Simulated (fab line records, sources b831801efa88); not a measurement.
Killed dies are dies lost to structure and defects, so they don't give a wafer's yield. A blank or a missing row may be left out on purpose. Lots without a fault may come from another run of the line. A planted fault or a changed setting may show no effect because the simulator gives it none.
One fault seen from 2 desks | flow gf180mcu | each desk has only its own numbers; what lay behind them comes last

THE METROLOGY DESK
What the gauges read, lot by lot, whatever tool the lot ran on: means of the sampled wafers that have a number. A lot is out of limits, marked OUT, if its mean lies more than 4 standard deviations from the usual mean; the brackets give that distance.
Columns: A = STI_OXIDATION_THK at GF_STI_THK_MEAS_02, usual 10.01 nm; B = STI_OXIDATION_02_THK at GF_STI_THK_MEAS_30, usual 9.90 nm
lot  | first seen here | A     | B
L620 | day 1 11:31     | 9.97  | 9.93
L621 | day 1 16:31     | 9.92  | 10.03
L622 | day 1 21:31     | 9.94  | 9.75
L629 | day 3 08:31     | 10.14 | 9.70
L633 | day 4 05:32     | 10.13 | 10.10
L634 | day 4 09:31     | 10.14 | 9.80
L635 | day 4 14:31     | 10.01 | 9.81
L637 | day 5 00:31     | 9.85  | 9.86
L639 | day 5 10:31     | 10.02 | 9.97
L641 | day 5 21:44     | 9.98  | 10.10
L642 | day 6 01:31     | 10.08 | 10.16
This desk's finding: nothing out of limits on any of the 11 lots.

THE TOOL OWNER'S DESK: rie_diel-03
The tool's own readings at GF_STI_ETCH_13 (etches the open film in CHF3/O2, stops on Si, target depth 282.31 nm, time 112.9 s): means of the sampled wafers that have a number, for each lot that ran on this tool. A lot is out of limits, marked OUT, if its mean lies more than 4 standard deviations from the usual mean; the brackets give that distance.
Columns: A = bias_w at GF_STI_ETCH_13, usual 200.0 W; B = chamber_pressure_mTorr at GF_STI_ETCH_13, usual 40.00 mTorr; C = drypump_motor_current_A at GF_STI_ETCH_13, usual 5.6 A; D = oes_product_au at GF_STI_ETCH_13, usual 0.830 a.u.; E = throttle_valve_pct at GF_STI_ETCH_13, usual 8.810 %
lot  | first seen here | A     | B     | C   | D     | E
L620 | day 2 01:05     | 199.9 | 40.02 | 5.8 | 0.829 | 8.811
L621 | day 2 06:26     | 199.6 | 40.00 | 5.8 | 0.828 | 8.815
L629 | day 3 23:26     | 200.3 | 39.98 | 6.0 | 0.813 | 8.802
This desk's finding: nothing out of limits on any of the 3 lots.

PUT TOGETHER
The metrology desk saw nothing out of limits.
The tool owner's desk saw nothing out of limits.

WHAT THE SIMULATOR HAD PUT IN
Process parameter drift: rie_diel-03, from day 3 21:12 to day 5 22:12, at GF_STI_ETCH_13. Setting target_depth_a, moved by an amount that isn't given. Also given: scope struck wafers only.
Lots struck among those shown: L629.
